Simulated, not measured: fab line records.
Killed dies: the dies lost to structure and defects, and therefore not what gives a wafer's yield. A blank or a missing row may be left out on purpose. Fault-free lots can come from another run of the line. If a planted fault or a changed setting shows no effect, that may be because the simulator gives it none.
A struck lot beside a sound one	flow sky130	15 steps out of a route of 708
Sound: the wafers L756.2, L756.4, L756.5. Wafers struck: L769.1, L769.2, L769.6. Last of all comes the cause.
Per side, at each step with rows, come the tool, then ch with its chambers, and then its first start. Under that, the readings that differ: sound wafers	struck wafers	difference of the means	sigmas: that difference in standard deviations of wafers without a fault.
alike: a reading whose means differ by less than 2 such deviations, as well as words and numbers matching on both sides. not compared: withheld readings; readings where some wafer has no value; bounds like >300 that might hide an equal value; numbers whose values overlap and for which the record gives no deviation.
The two part at a step that has a row with sigmas, a row that says differs or no value, or rows on one side only. Numbers that don't overlap but have no deviation are shown without sigmas and don't part them. A reading missing from all wafers of one side parts the sides only when that side holds two or more wafers.

first, 1 step without rows for these wafers: SKY_PWDE_IMPLANT_08.
SKY_PWDE_STRIP_09: strips in O2/N2.
  sound on plasma asher-02 ch 0,1, day 4 20:30; struck on plasma asher-04 ch 0,1, day 7 22:09
  alike: drypump motor current A, oes product au, strip time to endpoint s
  not compared: rf hours counter h
SKY_PWDE_TW_MEAS_10:
  sound on film metro-01, day 4 20:37; struck on film metro-01, day 7 22:15
reading	sound	struck	difference	sigmas
PWDE_TW	373.6 372.2 372.7	367.0 369.0 366.7	-5.3	-2
then, 7 steps without rows for these wafers: SKY_NWELL_DEHYDRATE_03 (time 60 s); SKY_NWELL_HMDS_04 (prime time 60 s); SKY_NWELL_COAT_05 (resist thk 3000 nm); SKY_NWELL_SOFTBAKE_06; SKY_NWELL_EXPOSE_07 (exposes mask NWM, target cd 840 nm); SKY_NWELL_PEB_08; SKY_NWELL_DEVELOP_09 (develop time 60 s).
SKY_NWELL_OVL_MEAS_10:
  sound on overlay-01, day 5 15:00; struck on overlay-01, day 8 18:23
  alike: NWELL_00_OVL
after that, 1 step had no rows for these wafers: SKY_NWELL_IMPLANT_11.
SKY_NWELL_IMPLANT_12:
  sound on implanter-01 ch 0, day 5 15:12; struck on implanter-01 ch 0, day 8 18:34
reading	sound	struck	difference	sigmas
beam on s (s)	9.92 10.17 10.01	11.11 11.62 11.47	+1.37	+7
faraday current uA	7.35 7.23 7.32	6.58 6.28 6.43	-0.87	-7
after that, 1 step had no rows for these wafers: SKY_NWELL_IMPLANT_13.
-- the record jumps here: 41 days lie between the struck wafers' starts before and after (it left off in module NWELL and takes up again in module PAD_OPEN, whose first step shown is number 708 of the route) --
SKY_PAD_OPEN_PROBE_99:
  sound on prober-01, day 47 13:02; struck on prober-01, day 50 04:08
reading	sound	struck	difference	sigmas
model.etest.pfet_01v8_lvt.drive ua um	171.9 174.1 172.5	168.4 170.2 168.1	-3.9	
model.etest.pfet g5v0d10v5.off log10 a um	-12.7 -12.79 -12.43	-13.4 -13.4 -13.24	-0.7	
model.etest.pfet_01v8_lvt.off log10 a um	-8.728 -8.952 -8.952	-9.636 -9.61 -9.802	-0.805	
model.etest.pfet g5v0d10v5.vt sat v (V)	-0.6379 -0.6408 -0.6275	-0.714 -0.7478 -0.7044	-0.087	
model.etest.pfet_16v.vt v (V)	-1.096 -1.087 -1.092	-1.175 -1.166 -1.176	-0.081	
model.etest.pfet g5v0d10v5.vt v (V)	-0.8331 -0.8314 -0.8231	-0.8862 -0.9216 -0.8822	-0.0675	
model.etest.pfet g5v0d10v5.vt long v (V)	-0.9232 -0.9163 -0.9204	-0.9954 -0.9878 -1.003	-0.0754	
model.etest.pfet_01v8_lvt.vt sat v (V)	-0.4393 -0.4333 -0.4444	-0.5054 -0.4984 -0.5119	-0.0662	
  alike: killed_at_M0_to_M3, killed_at_M4_up, killed at contacts, killed at front end, killed at other, killed dies, killed open, killed short

## WHERE THEY PART
First at SKY_PWDE_TW_MEAS_10; last, within this record, at SKY_NWELL_IMPLANT_12. Later steps at which nothing parts them and some readings are alike: SKY_PAD_OPEN_PROBE_99.

WHY: what the simulator had put in
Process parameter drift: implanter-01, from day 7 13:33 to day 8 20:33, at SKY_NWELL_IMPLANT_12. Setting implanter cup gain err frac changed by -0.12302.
